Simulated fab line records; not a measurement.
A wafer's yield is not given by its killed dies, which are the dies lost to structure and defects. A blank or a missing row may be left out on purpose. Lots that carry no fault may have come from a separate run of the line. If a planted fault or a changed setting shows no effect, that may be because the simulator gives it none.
fab line records	flow gf180mcu
[record] lots = 7	wafers = 21	lastDay = 33
route steps=602 shown V4@486
lots that met no fault: taken from a fault-free run of the same line
startH: hours from the record's first day to the start of the lot's first wafer shown	waitH: hours since the lot's step before	" as in the row above	L1.1+2: a single row standing in for several wafers	- no value, or no start given	* or withheld: withheld	< > ~ a bound
route shown NAME@n: a module of which the file shows steps, and the number in the route of the first	usual: mean/standard deviation taken from wafers without a fault	same: alike in all rows	chamber/n: place in a boat	sites: per-site readings	_std_site: standard deviation of those values	_edge_site: outer sites' mean less inner sites'	radiusMm: for every site, how far away it sits from the centre of the wafer	mask NAME#n: copy n	behind: tool/chamber where the wafer was last shaped	hold: why the lot was held/for how many hours/how that ended	device: the transistor (n, p or np) that didn't switch	end of line: tests run on the same wafers once the route is complete	step lacking rows: just its recipe	killed: count of dies lost to structure and defects at first sort (not the wafer's yield)	map: the dies of a wafer, with x for killed, . for not killed, _ for no die there
set.NAME: setting as actually run; set.NAME@STEP: the setting as run at that earlier step	model.NAME: the simulator's own value behind a step, which no gauge read
lots at some steps of the route; a table a step, a row a wafer
services: the hour from which a tool's chamber was out of use, counted from the record's first day as startH (under 0 if before that day), plus the number of hours and why
[[steps]]
[step GF_V4_SOFTBAKE_10]
[recipe] tempC = 130	timeS = 60	resist = KrF
[step GF_V4_EXPOSE_11]
[recipe] maskId = Via4	targetCdNm = 260	na = 0.68	sourceShape = conventional	sigmaOuter = 0.6	doseMj = 37.49
[step GF_V4_PEB_12]
[recipe] pebTempC = 135	pebTimeS = 90	resist = KrF
[step GF_V4_DEVELOP_13]
[recipe] developTimeS = 60	resist = KrF	devTempC = 21
[step GF_V4_CD_MEAS_14]
[recipe] targetCdNm = 260
[usual] cdNm = 259.4/1.3
lot.wafer	tool	chamber	startH	waitH	cdNm
L925.1	cdSem-01	-	608.66	0.1	259.0
L925.5	"	-	"	"	260.3
L925.6	"	-	"	"	259.9
L927.1	cdSem-01	-	624.68	0.1	262.1
L927.3	"	-	"	"	261.3
L927.5	"	-	"	"	260.8
L929.2	cdSem-01	-	636.43	0.1	259.9
L929.3	"	-	"	"	261.0
L929.5	"	-	"	"	260.8
L930.3	cdSem-01	-	647.07	0.1	257.4
L930.5	"	-	"	"	260.0
L930.6	"	-	"	"	258.8
L934.1	cdSem-01	-	674.01	0.1	257.4
L934.4	"	-	"	"	258.5
L934.6	"	-	"	"	259.2
L935.1	cdSem-02	-	683.48	0.1	260.6
L935.2	"	-	"	"	259.8
L935.5	"	-	"	"	259.6
L936.1	cdSem-02	-	686.56	0.1	259.4
L936.2	"	-	"	"	260.0
L936.6	"	-	"	"	258.0
[step GF_V4_OVL_MEAS_15]
[usual] V4_OVL = 3/5.4
lot.wafer	tool	chamber	startH	waitH	V4_OVL[nm]
L925.1	overlay-02	-	608.78	0.1	0
L925.5	"	-	"	"	-1
L925.6	"	-	"	"	-2
L927.1	overlay-02	-	624.80	0.1	11
L927.3	"	-	"	"	1
L927.5	"	-	"	"	-2
L929.2	overlay-02	-	636.54	0.1	3
L929.3	"	-	"	"	3
L929.5	"	-	"	"	8
L930.3	overlay-01	-	647.16	0.1	2
L930.5	"	-	"	"	-2
L930.6	"	-	"	"	-4
L934.1	overlay-02	-	674.13	0.1	-1
L934.4	"	-	"	"	-3
L934.6	"	-	"	"	2
L935.1	overlay-01	-	683.60	0.1	7
L935.2	"	-	"	"	3
L935.5	"	-	"	"	4
L936.1	overlay-02	-	686.68	0.1	2
L936.2	"	-	"	"	2
L936.6	"	-	"	"	-4
[step GF_V4_ETCH_16]
[recipe] chemistry = N2/H2	targetDepthA = withheld	overetchA = withheld	timeS = withheld	target = BARC	ionEnergyEv = 200	sourceW = 500	biasW = 100	pressureMtorr = 30	n2FlowSccm = 100	h2FlowSccm = 200
[usual] drypumpMotorCurrentA = 5.8/0.45	oesProductAu = 0.855/0.0049	throttleValvePct = 13.223/0.009
lot.wafer	tool	chamber	startH	waitH	drypumpMotorCurrentA	oesProductAu	throttleValvePct
L925.1	rieDiel-03	3	608.82	0.0	6.6	0.859	13.241
L925.5	"	1	"	"	6.2	0.861	13.223
L925.6	"	0	"	"	5.9	0.862	13.228
L927.1	rieDiel-02	1	624.84	0.0	6.3	0.857	13.226
L927.3	"	2	"	"	5.7	0.848	13.224
L927.5	"	0	"	"	6.1	0.865	13.219
L929.2	rieDiel-02	0	636.57	0.0	6.0	0.859	13.219
L929.3	"	1	"	"	6.3	0.847	13.221
L929.5	"	2	"	"	5.7	0.853	13.213
L930.3	rieDiel-02	2	647.19	0.0	5.7	0.845	13.256
L930.5	"	0	"	"	6.1	0.852	13.204
L930.6	"	1	"	"	6.3	0.853	13.221
L934.1	rieDiel-01	3	674.17	0.0	5.4	0.858	13.208
L934.4	"	3	"	"	5.4	0.860	13.223
L934.6	"	2	"	"	5.1	0.849	13.230
L935.1	rieDiel-01	1	683.64	0.0	6.1	0.851	13.228
L935.2	"	3	"	"	5.4	0.854	13.228
L935.5	"	3	"	"	5.4	0.863	13.230
L936.1	rieDiel-02	3	686.72	0.0	5.2	0.859	13.217
L936.2	"	2	"	"	5.7	0.855	13.209
L936.6	"	1	"	"	6.3	0.859	13.230
[step GF_V4_ETCH_17]
[recipe] chemistry = C4F8/O2/Ar	maskMaterial = KrF	target = SiO2	stopOn = TiN	sourceW = 1500	biasW = 1200	pressureMtorr = 40	c4f8FlowSccm = withheld	O2_flow_sccm = 6	Ar_flow_sccm = 300	timeS = withheld	targetDepthA = 6300
[usual] oesProductAu = 0.856/0.0048
lot.wafer	tool	chamber	startH	waitH	oesProductAu
L925.1	rieDiel-03	3	-	-	0.851
L925.5	"	1	"	"	0.856
L925.6	"	0	"	"	0.865
L927.1	rieDiel-02	1	-	-	0.860
L927.3	"	2	"	"	0.852
L927.5	"	0	"	"	0.862
L929.2	rieDiel-02	0	-	-	0.862
L929.3	"	1	"	"	0.854
L929.5	"	2	"	"	0.858
L930.3	rieDiel-02	2	-	-	0.854
L930.5	"	0	"	"	0.860
L930.6	"	1	"	"	0.861
L934.1	rieDiel-01	3	-	-	0.849
L934.4	"	3	"	"	0.856
L934.6	"	2	"	"	0.855
L935.1	rieDiel-01	1	-	-	0.856
L935.2	"	3	"	"	0.851
L935.5	"	3	"	"	0.858
L936.1	rieDiel-02	3	-	-	0.859
L936.2	"	2	"	"	0.852
L936.6	"	1	"	"	0.851
[step GF_V4_STRIP_18]
[recipe] chemistry = O2/N2	powerW = 1400	pressureMtorr = 1500	platenTempC = 250	o2FlowSccm = 3000	n2FlowSccm = 300	overashFraction = 0.5
[usual] drypumpMotorCurrentA = 5.5/0.41	heaterPowerW = 323/29	oesProductAu = 0.594/0.0048
lot.wafer	tool	chamber	startH	waitH	drypumpMotorCurrentA	heaterPowerW	oesProductAu	rfHoursCounterH
L925.1	plasmaAsher-04	1	608.95	-	5.1	320	0.590	84
L925.5	"	0	"	"	5.8	278	0.593	-
L925.6	"	1	"	"	5.1	314	0.597	-
L927.1	plasmaAsher-02	1	624.97	-	6.0	340	0.591	101
L927.3	"	1	"	"	6.0	354	0.595	-
L927.5	"	0	"	"	4.9	360	0.591	-
L929.2	plasmaAsher-02	1	636.70	-	6.0	340	0.592	103
L929.3	"	1	"	"	6.0	343	0.594	-
L929.5	"	0	"	"	4.9	363	0.600	-
L930.3	plasmaAsher-02	1	647.35	-	6.0	349	0.593	-
L930.5	"	0	"	"	4.9	359	0.595	-
L930.6	"	1	"	"	6.0	332	0.595	-
L934.1	plasmaAsher-02	0	674.30	-	4.9	359	0.593	107
L934.4	"	1	"	"	6.0	346	0.605	-
L934.6	"	1	"	"	6.0	348	0.599	-
L935.1	plasmaAsher-04	1	683.77	-	5.2	318	0.593	92
L935.2	"	0	"	"	5.8	281	0.594	92
L935.5	"	1	"	"	5.2	319	0.599	-
L936.1	plasmaAsher-02	1	686.85	-	6.0	345	0.597	108
L936.2	"	0	"	"	4.9	364	0.592	108
L936.6	"	0	"	"	4.9	359	0.595	-
[step GF_V4_STRIP_19]
[recipe] chemistry = postEtchResidueRemover	timeS = 1200	tempC = 72.5
[step GF_V4_CLEAN_20]
[recipe] chemistry = DIW	dry = n2Spin
[step GF_V4_SPUTTER_21]
[recipe] material = Ti	targetThkNm = 15	chamberPressurePa = 5	powerW = 2500	substrateTempC = 200	timeS = 80.02
[usual] cathodeDcPowerW = 2500.0/0.44	chamberPressurePa = 5.001/0.0089	throttleValvePct = 29.7/1.3
lot.wafer	tool	chamber	startH	waitH	cathodeDcPowerW	chamberPressurePa	throttleValvePct
L925.1	pvdSputter-04	-	609.57	0.0	2499.5	5.011	28.0
L925.5	"	-	"	"	2499.7	5.001	29.4
L925.6	"	-	"	"	2500.0	5.002	28.2
L927.1	pvdSputter-04	-	625.50	0.0	2499.4	4.995	29.5
L927.3	"	-	"	"	2499.8	4.995	28.2
L927.5	"	-	"	"	2500.4	4.995	30.9
L929.2	pvdSputter-03	-	637.64	0.0	2500.8	4.995	28.8
L929.3	"	-	"	"	2499.7	5.009	30.8
L929.5	"	-	"	"	2499.7	4.999	32.5
L930.3	pvdSputter-04	-	647.86	0.0	2500.3	5.005	29.4
L930.5	"	-	"	"	2499.4	5.005	28.2
L930.6	"	-	"	"	2500.0	4.993	29.2
L934.1	pvdSputter-04	-	674.83	0.0	2500.8	5.014	29.3
L934.4	"	-	"	"	2500.8	4.985	29.6
L934.6	"	-	"	"	2499.8	4.990	29.0
L935.1	pvdSputter-03	-	684.32	0.0	2500.8	5.005	32.5
L935.2	"	-	"	"	2499.9	4.992	28.9
L935.5	"	-	"	"	2500.2	4.997	32.7
L936.1	pvdSputter-04	-	687.41	0.0	2500.4	5.001	31.3
L936.2	"	-	"	"	2499.7	4.999	29.4
L936.6	"	-	"	"	2500.1	4.997	28.4
[step GF_V4_SPUTTER_22]
[recipe] material = TiN	targetThkNm = 10	chamberPressurePa = 5	powerW = 4000	timeS = 40
[usual] cathodeDcPowerW = 3999.9/0.75	chamberPressurePa = 4.999/0.011	throttleValvePct = 29.7/1.3
lot.wafer	tool	chamber	startH	waitH	cathodeDcPowerW	chamberPressurePa	throttleValvePct
L925.1	pvdSputter-04	-	609.64	0.0	3998.7	5.000	28.3
L925.5	"	-	"	"	3998.2	4.991	29.5
L925.6	"	-	"	"	4000.0	4.992	28.2
L927.1	pvdSputter-04	-	625.56	0.0	3999.8	4.990	29.4
L927.3	"	-	"	"	3999.9	5.010	28.5
L927.5	"	-	"	"	3999.7	4.993	31.1
L929.2	pvdSputter-03	-	637.70	0.0	4000.0	5.008	28.9
L929.3	"	-	"	"	4000.3	5.013	30.5
L929.5	"	-	"	"	4000.6	4.999	32.6
L930.3	pvdSputter-04	-	647.92	0.0	3999.2	4.998	29.6
L930.5	"	-	"	"	4000.0	4.984	28.3
L930.6	"	-	"	"	4000.6	4.974	29.7
L934.1	pvdSputter-04	-	674.89	0.0	-	-	-
L934.4	"	-	"	"	-	-	-
L934.6	"	-	"	"	-	-	-
L935.1	pvdSputter-03	-	684.38	0.0	-	-	-
L935.2	"	-	"	"	-	-	-
L935.5	"	-	"	"	-	-	-
L936.1	pvdSputter-04	-	687.47	0.0	-	-	-
L936.2	"	-	"	"	-	-	-
L936.6	"	-	"	"	-	-	-
[step GF_V4_CVD_23]
[recipe] material = W	targetThkNm = 350	timeS = 104.9	tempC = 400	pressureTorr = 40
[usual] heaterPowerOuterW = 533/82	heaterPowerW = 879/120
lot.wafer	tool	chamber	startH	waitH	heaterPowerOuterW	heaterPowerW	sinceWetCleanH
L925.1	cvdW-01	0	609.67	0.0	391	692	706
L925.5	"	1	"	"	528	878	-
L925.6	"	0	"	"	398	676	-
L927.1	cvdW-01	0	625.60	0.0	403	718	722
L927.3	"	0	"	"	408	690	-
L927.5	"	1	"	"	539	901	-
L929.2	cvdW-02	0	637.74	0.0	628	1039	234
L929.3	"	0	"	"	634	1041	-
L929.5	"	0	"	"	628	1036	-
L930.3	cvdW-01	1	648.00	0.1	538	867	-
L930.5	"	1	"	"	535	889	-
L930.6	"	0	"	"	413	688	-
L934.1	cvdW-01	1	674.93	0.0	530	882	771
L934.4	"	1	"	"	524	888	-
L934.6	"	0	"	"	408	663	-
L935.1	cvdW-01	0	684.42	0.0	416	695	780
L935.2	"	1	"	"	549	894	780
L935.5	"	0	"	"	408	689	-
L936.1	cvdW-02	1	687.51	0.0	556	878	284
L936.2	"	0	"	"	635	1064	284
L936.6	"	0	"	"	643	1034	-
[[services]]
tool	chamber	startH	hours	kind
rieDiel-03	2	589.05	20.6	repair
rieDiel-01	1	592.06	8.2	repair
rieDiel-01	2	599.99	3.5	repair
rieDiel-02	2	601.44	8.2	repair
cvdW-01	0	602.49	3.1	repair
rieDiel-02	3	609.66	-	clean
rieDiel-02	3	609.66	26.3	scheduledDown
rieDiel-02	3	609.66	26.3	ventCycle
plasmaAsher-02	-	614.49	2.8	pm
rieDiel-01	3	617.20	-	clean
rieDiel-01	3	617.20	18.7	scheduledDown
rieDiel-01	3	617.20	18.7	ventCycle
pvdSputter-04	-	625.69	2.3	repair
rieDiel-01	0	635.92	-	clean
rieDiel-03	1	642.44	3.4	repair
rieDiel-03	-	648.87	0.5	repair
rieDiel-02	0	649.50	7.2	repair
rieDiel-02	3	651.55	3.9	repair
cvdW-01	1	656.23	2.4	repair
rieDiel-03	1	660.25	2.5	repair
cvdW-01	-	661.78	9.1	repair
pvdSputter-03	-	662.12	2.0	repair
rieDiel-03	0	662.68	9.8	repair
rieDiel-01	0	664.59	20.0	repair
[[key]]
[firstSign] step = GF_V4_SPUTTER_22	reading = toolRecord	direction = missing
effect none on later readings
metAt GF_V4_SPUTTER_22
struckWafers L934.1,L934.4,L934.6,L935.1,L935.2,L935.5,L936.1,L936.2,L936.6
laterRowsLeftOut L934.1,L934.4,L934.6,L935.1,L935.2,L935.5,L936.1,L936.2,L936.6
sortLeftOut L934.1,L934.4,L934.6,L935.1,L935.2,L935.5,L936.1,L936.2,L936.6
onsetBetween 647.92 674.89
[fault] kind = skippedStepWhole	tool = pvdSputter-03,pvdSputter-04	chamber = -	onsetH = 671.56	steps = GF_V4_SPUTTER_22	scope = struckLotsOnly
// sortLeftOut: the simulated sort isn't trusted on such a fault, so these wafers' sort isn't shown, and their yield isn't known
// laterRowsLeftOut: the simulator's readings of these wafers behind a module that went badly wrong aren't trusted and aren't shown, but for the sort
